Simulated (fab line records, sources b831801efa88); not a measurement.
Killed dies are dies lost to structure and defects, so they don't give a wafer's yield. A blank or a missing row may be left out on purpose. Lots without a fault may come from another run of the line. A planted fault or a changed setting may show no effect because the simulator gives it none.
Problem report in the 8D (eight disciplines) form, filled by code | flow gf180mcu | the parts of the form that need people (team, actions taken, sign-off) are left out

1. THE PROBLEM
STI_CVD_23_THK at GF_STI_THK_MEAS_24 reads a mean of 684 nm on 2 wafers of 1 lot; wafers without a fault read 650 nm with a standard deviation of 5.1. That is +6.6 standard deviations from the usual mean.
First seen on wafer L258.2, day 3 22:19, on film_metro-01. The record holds 39 wafers of 13 lots with a number at this step. Rule for "out", or "out of limits": more than 4 standard deviations from the usual mean. The other wafers with a number count as sound.

2. WHAT IT IS AND WHAT IT IS NOT
question                    | is               | is not
which readings at this step | STI_CVD_23_THK   | -
which lots                  | L258             | L251, L252, L253, L254, L261, L262, L264, L266, L267, L269, L271, L272
which wafers of those lots  | L258.2, L258.4   | L258.5
read on which gauges        | film_metro-01    | film_metro-02, film_metro-03
when                        | from day 3 22:19 | up to then (13 sound wafers); but 24 sound wafers of L261, L262, L264, L266, L267, L269, L271, L272 came after

3. SUSPECTS, AND WHAT RULES EACH OUT
Counting: a tool at a process step up to the reading stays a suspect if it ran every lot that is out. Sound lots after the first of them don't rule it out here, since some wafers of a struck lot are sound.
- the gauge at GF_STI_THK_MEAS_24: kept. All the wafers that are out were read on film_metro-01, and no step on other tools shows them out.
- hdpcvd-02 at GF_STI_CVD_23 (deposits SiO2, target thk 650 nm, time 108.3 s): kept. It ran the lot that is out, L258 (day 3 22:13); its last sound lot up to then is L253 (day 2 19:05).
Left after counting: hdpcvd-02 at GF_STI_CVD_23, film_metro-01 at GF_STI_THK_MEAS_24.

4. THE CAUSE (what the simulator had put in)
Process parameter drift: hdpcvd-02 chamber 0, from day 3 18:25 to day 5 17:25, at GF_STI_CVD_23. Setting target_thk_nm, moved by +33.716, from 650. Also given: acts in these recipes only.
Counting left 2 suspects, and this tool is among them.

5. THE CHAIN OF EFFECTS, in route order
Each row: a reading whose mean over the struck wafers that have a number lies more than 3 standard deviations from the usual. Only readings for which the record gives a usual standard deviation are gone through. hours: the time from each lot's start at the first step in this table that gives one to its start at this step, as a median over the lots. sigmas: the change in usual standard deviations.
hours | step               | reading        | usual  | on struck wafers | change | sigmas
0     | GF_STI_THK_MEAS_24 | STI_CVD_23_THK | 650 nm | 684              | +34    | +6.6
Later measuring or inspecting steps at which every struck wafer that the step has a row for has a number for every such reading, and none has moved that far: GF_DNWELL_TW_MEAS_09, GF_VT_IMPLANT_OVL_MEAS_18.

6. WHAT WOULD HAVE CAUGHT IT SOONER
In this record the first reading out of limits at a measuring or inspecting step was taken at day 3 22:19, 4 hours after the fault began at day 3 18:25.
All the lots that are out (1) had begun GF_STI_CVD_23 on hdpcvd-02 by day 3 22:19. A hold on the tool at that time would have spared none of them.
